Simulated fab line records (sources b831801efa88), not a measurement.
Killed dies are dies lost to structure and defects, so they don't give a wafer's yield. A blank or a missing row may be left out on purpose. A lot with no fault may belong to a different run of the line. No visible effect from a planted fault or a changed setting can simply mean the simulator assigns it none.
A lot that was struck, set against a sound lot | flow sky130 | 23 steps out of a route of 708
Sound: these wafers, L967.3, L967.5, L967.6. Struck: wafer L973.5. (L973.2 of the same lot was not struck and is left out.) The cause comes at the end.
Order at every step that has rows: each side's tool, ch and its chambers, its first start. Under that, the readings that differ: sound wafers | struck wafers | difference of the means | sigmas: that difference in standard deviations of wafers without a fault.
alike: readings whose means differ by less than 2 such deviations, and words and numbers that are the same on both sides. not compared: withheld readings, readings that some wafer has no value for, bounds like >300 that may hide the same value, and numbers for which the record gives no deviation and whose values overlap.
The two part at a step that has a row with sigmas, a row that says differs or no value, or rows on one side only. Non-overlapping numbers with no deviation appear without sigmas and do not part them. A reading that every wafer of one side lacks parts them only if that side has two wafers or more.

first, 6 steps without rows for these wafers: SKY_VT_ADJUST_LVTN_HMDS_12 (prime time 60 s); SKY_VT_ADJUST_LVTN_COAT_13 (resist thk 1140 nm); SKY_VT_ADJUST_LVTN_SOFTBAKE_14 (time 60 s); SKY_VT_ADJUST_LVTN_EXPOSE_15 (exposes mask HVN STD DERIVED, target cd 600 nm); SKY_VT_ADJUST_LVTN_PEB_16; SKY_VT_ADJUST_LVTN_DEVELOP_17 (develop time 60 s).
SKY_VT_ADJUST_LVTN_OVL_MEAS_18:
  sound on overlay-01, day 10 11:20; struck on overlay-02, day 12 02:37
  alike: VT_ADJUST_LVTN_01_OVL
next, for these wafers, 1 step has no rows: SKY_VT_ADJUST_LVTN_IMPLANT_19.
SKY_VT_ADJUST_LVTN_STRIP_20: strips in O2/N2.
  sound on plasma asher-04 ch 0,1, day 10 11:32; struck on plasma asher-04 ch 0, day 12 02:48
  reading                      | sound             | struck | difference | sigmas
  strip time to endpoint s (s) | 14.14 14.09 14.09 | 14.22  | +0.11      | +3
  alike: drypump motor current A, oes product au
  not compared: rf hours counter h
SKY_VT_ADJUST_LVTN_TW_MEAS_21:
  sound on film metro-02, day 10 11:38; struck on film metro-03, day 12 02:55
  alike: VT_ADJUST_LVTN_2_TW
then, 2 steps without rows for these wafers: SKY_VT_ADJUST_NCORE_DEHYDRATE_00 (time 60 s); SKY_VT_ADJUST_NCORE_HMDS_01 (prime time 60 s).
SKY_VT_ADJUST_NCORE_COAT_02: resist thk 1140 nm.
  sound on litho track-02 ch 0, day 10 22:34; struck on litho track-02 ch 0, day 12 14:45
  reading                                              | sound                | struck | difference | sigmas
  spin speed rpm (rpm)                                 | 3003.1 3005.7 2999.4 | 2997.7 | -5.0       | -3
  model.NOVOLAK_of_VT_ADJUST_NCORE_COAT_02.thk nm (nm) | 1139 1142 1139       | 1067   | -73        |
  alike: dispense pressure kPa
then, 3 steps without rows for these wafers: SKY_VT_ADJUST_NCORE_SOFTBAKE_03 (time 60 s); SKY_VT_ADJUST_NCORE_EXPOSE_04 (exposes mask LVTN COMPLEMENT THIN, target cd 380 nm); SKY_VT_ADJUST_NCORE_PEB_05.
SKY_VT_ADJUST_NCORE_DEVELOP_06: develop time 60 s.
  sound on litho track-04 ch 0, day 11 09:40; struck on litho track-02 ch 0, day 13 03:33
  reading                                              | sound          | struck | difference | sigmas
  model.NOVOLAK_of_VT_ADJUST_NCORE_COAT_02.thk nm (nm) | 1139 1141 1138 | 1067   | -72        |
  alike: developer temp C
SKY_VT_ADJUST_NCORE_CD_MEAS_07: target cd 380 nm.
  sound on cd sem-01, day 11 09:49; struck on cd sem-01, day 13 03:59
  reading    | sound             | struck | difference | sigmas
  cd nm (nm) | 382.0 383.7 383.0 | 391.7  | +8.8       | +3
  not compared: hold
SKY_VT_ADJUST_NCORE_OVL_MEAS_08:
  sound on overlay-01, day 11 09:54; struck on overlay-02, day 13 06:52
  reading | sound | struck                   | difference                   | sigmas
  hold    | - - - | await dispo/2.8h/release | no value on the sound wafers |
  alike: VT_ADJUST_NCORE_OVL
next, for these wafers, 1 step has no rows: SKY_VT_ADJUST_NCORE_IMPLANT_09.
SKY_VT_ADJUST_NCORE_STRIP_10: strips in O2/N2.
  sound on plasma asher-04 ch 0,1, day 11 10:06; struck on plasma asher-04 ch 0, day 13 07:11
  reading                      | sound             | struck | difference | sigmas
  strip time to endpoint s (s) | 14.16 14.20 14.17 | 13.33  | -0.85      | -25
  alike: drypump motor current A, oes product au
  not compared: rf hours counter h
SKY_VT_ADJUST_NCORE_TW_MEAS_11:
  sound on film metro-01, day 11 10:11; struck on film metro-01, day 13 07:17
  alike: VT_ADJUST_NCORE_TW
-- a jump in the record: the struck wafers' starts before and after are 36 days apart (it breaks off in module VT_ADJUST_NCORE and resumes in module PAD_OPEN, where the first step shown is number 708 of the route) --
SKY_PAD_OPEN_PROBE_99:
  sound on prober-02, day 48 03:39; struck on prober-01, day 49 04:37
  reading | sound | struck                   | difference                   | sigmas
  hold    | - - - | await dispo/2.1h/release | no value on the sound wafers |
  alike: killed_at_M0_to_M3, killed_at_M4_up, killed at contacts, killed at front end, killed at other, killed dies, killed on rim, killed open, killed short

== WHERE THEY PART ==
Earliest at SKY_VT_ADJUST_LVTN_STRIP_20; latest, in this record, at SKY_PAD_OPEN_PROBE_99.

WHY: the cause the simulator had injected
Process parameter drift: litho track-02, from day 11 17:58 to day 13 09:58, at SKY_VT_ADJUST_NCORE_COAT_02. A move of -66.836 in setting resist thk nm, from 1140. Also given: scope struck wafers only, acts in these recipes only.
